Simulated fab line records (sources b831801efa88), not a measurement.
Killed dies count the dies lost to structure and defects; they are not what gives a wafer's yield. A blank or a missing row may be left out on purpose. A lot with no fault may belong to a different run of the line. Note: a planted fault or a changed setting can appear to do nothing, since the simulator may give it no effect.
Matching of chambers :: flow gf180mcu :: GF_CONTACT_ETCH_16 on rie diel-02: 4 sister chambers
The step etches BARC in N2/H2. 15 wafers are shown with their chamber, then 7 later ones without.

== WAFERS WITH THEIR CHAMBER ==
wafer: L837.2
chamber: 3
drypump motor current A (A): 6.0
oes product au (a.u.): 0.859
throttle valve pct (%): 13.227

wafer: L837.4
chamber: 2
drypump motor current A (A): 5.1
oes product au (a.u.): 0.851
throttle valve pct (%): 13.206

wafer: L837.6
chamber: 1
drypump motor current A (A): 6.4
oes product au (a.u.): 0.852
throttle valve pct (%): 13.222

wafer: L838.2
chamber: 0
drypump motor current A (A): 5.5
oes product au (a.u.): 0.850
throttle valve pct (%): 13.224

wafer: L838.4
chamber: 2
drypump motor current A (A): 5.1
oes product au (a.u.): 0.853
throttle valve pct (%): 13.223

wafer: L838.6
chamber: 2
drypump motor current A (A): 5.1
oes product au (a.u.): 0.855
throttle valve pct (%): 13.228

wafer: L840.1
chamber: 0
drypump motor current A (A): 5.5
oes product au (a.u.): 0.855
throttle valve pct (%): 13.220

wafer: L840.2
chamber: 3
drypump motor current A (A): 5.9
oes product au (a.u.): 0.860
throttle valve pct (%): 13.237

wafer: L840.5
chamber: 2
drypump motor current A (A): 5.1
oes product au (a.u.): 0.853
throttle valve pct (%): 13.224

wafer: L843.3
chamber: 3
drypump motor current A (A): 6.0
oes product au (a.u.): 0.855
throttle valve pct (%): 13.226

wafer: L843.4
chamber: 1
drypump motor current A (A): 6.4
oes product au (a.u.): 0.853
throttle valve pct (%): 13.215

wafer: L843.6
chamber: 0
drypump motor current A (A): 5.5
oes product au (a.u.): 0.851
throttle valve pct (%): 13.230

wafer: L845.1
chamber: 1
drypump motor current A (A): 6.4
oes product au (a.u.): 0.853
throttle valve pct (%): 13.237

wafer: L845.2
chamber: 0
drypump motor current A (A): 5.5
oes product au (a.u.): 0.853
throttle valve pct (%): 13.211

wafer: L845.4
chamber: 0
drypump motor current A (A): 5.5
oes product au (a.u.): 0.862
throttle valve pct (%): 13.217

SIGNATURES (means of the wafers above)
reading: drypump motor current A
chamber 0: 5.500
chamber 1: 6.400
chamber 2: 5.100
chamber 3: 5.967
scatter within a chamber: 0.0246

reading: oes product au
chamber 0: 0.85420
chamber 1: 0.85267
chamber 2: 0.85300
chamber 3: 0.85800
scatter within a chamber: 0.00321

reading: throttle valve pct
chamber 0: 13.22040
chamber 1: 13.22467
chamber 2: 13.22025
chamber 3: 13.23000
scatter within a chamber: 0.00862
Rule: for a wafer and a chamber, the distance is found by dividing, reading by reading, the gap between the wafer's reading and the chamber's mean by the reading's scatter, squaring, summing and taking the root. If the next closest chamber is less than 2 further off than the closest, the wafer can't be placed; otherwise it belongs to the closest. The scatter: take each reading less its chamber's mean, square it, sum over the shown wafers, divide by the number of wafers less the number of chambers, and take the root.

== WAFERS WITHOUT THEIR CHAMBER ==
wafer: L848.4
drypump motor current A (A): 6.4
oes product au (a.u.): 0.850
throttle valve pct (%): 13.224

wafer: L848.5
drypump motor current A (A): 5.5
oes product au (a.u.): 0.848
throttle valve pct (%): 13.236

wafer: L848.6
drypump motor current A (A): 5.1
oes product au (a.u.): 0.847
throttle valve pct (%): 13.219

wafer: L851.1
drypump motor current A (A): 6.4
oes product au (a.u.): 0.849
throttle valve pct (%): 13.212

wafer: L859.3
drypump motor current A (A): 6.0
oes product au (a.u.): 0.858
throttle valve pct (%): 13.221

wafer: L859.5
drypump motor current A (A): 6.0
oes product au (a.u.): 0.850
throttle valve pct (%): 13.219

wafer: L859.6
drypump motor current A (A): 5.1
oes product au (a.u.): 0.848
throttle valve pct (%): 13.222

== THE CHAMBER EACH PASSED THROUGH ==
wafer: L848.4
from the rows above: 1
in truth: 1

wafer: L848.5
from the rows above: 0
in truth: 0

wafer: L848.6
from the rows above: 2
in truth: 2

wafer: L851.1
from the rows above: 1
in truth: 1

wafer: L859.3
from the rows above: 3
in truth: 3

wafer: L859.5
from the rows above: 3
in truth: 3

wafer: L859.6
from the rows above: 2
in truth: 2
Placed correctly: 7 of 7. Left unplaced by these rows: 0. Number placed wrongly: 0.
